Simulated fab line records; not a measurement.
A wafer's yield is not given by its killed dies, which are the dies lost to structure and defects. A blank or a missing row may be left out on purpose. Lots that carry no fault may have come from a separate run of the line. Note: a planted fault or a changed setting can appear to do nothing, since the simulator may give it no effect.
Which tool was responsible? -- flow gf180mcu -- at 1 step of a route of 602, 13 lots with 39 wafers sampled

## WHAT THE GAUGES READ, wafer by wafer
GF_STI_THK_MEAS_02.
lot,measured,on,STI_OXIDATION_THK (nm)
L513,day 1 13:10,filmMetro-04,10.05 10.18 10.05
L514,day 1 17:26,filmMetro-02,10.04 9.97 9.90
L515,day 2 00:17,filmMetro-04,9.86 9.99 9.85
L516,day 2 07:04,filmMetro-02,9.83 9.96 9.77
L517,day 2 12:25,filmMetro-04,10.04 10.05 10.11
L520,day 3 03:37,filmMetro-04,10.00 9.99 10.08
L522,day 3 09:11,filmMetro-04,10.12 10.17 9.85
L523,day 3 13:31,filmMetro-04,9.97 9.91 9.70
L524,day 3 18:31,filmMetro-04,10.08 10.15 10.05
L525,day 3 23:52,filmMetro-01,10.05 10.07 10.34
L533,day 5 15:31,filmMetro-02,10.10 10.15 10.03
L535,day 6 01:36,filmMetro-01,9.90 9.88 9.92
L536,day 6 06:31,filmMetro-02,10.06 10.09 10.22

## WHAT TOOL EACH LOT RAN ON (gives the tool, then ch and the chambers of the sampled wafers, and finally the start)
Before these readings, the record contains no process step.

## AS READ BY THE TOOLS THEMSELVES (means over the sampled wafers that have a number; for cases with no such wafer, the mark the record gives instead)
The record holds no such reading with a usual standard deviation.

## THE ANSWER, worked out from the rows above alone
Rule: the usual values come from the lots themselves. The widest of any qualifying gaps counts: lots, ordered by their means at a reading, are off when they make up no more than a third of the lots, leave a main group of 4 or more, and stand apart from it by 3 or more times the standard deviation of that group's means. The tables above print the reading to a certain number of digits; a main group whose means all agree to those digits is not used. A lot without any number at a reading at which 4 lots or more have one is off too. Any other lot the step has rows for is counted as sound. Order of review: gauges by route order, followed by the tools' own readings, for which a lot's mean as printed above is used. At the first step where some lot is off, the reading lying furthest off is the one used; lots without a number count as furthest.
None of the lots is off at any reading shown; this tells nothing.

## WHAT THE SIMULATOR PUT IN
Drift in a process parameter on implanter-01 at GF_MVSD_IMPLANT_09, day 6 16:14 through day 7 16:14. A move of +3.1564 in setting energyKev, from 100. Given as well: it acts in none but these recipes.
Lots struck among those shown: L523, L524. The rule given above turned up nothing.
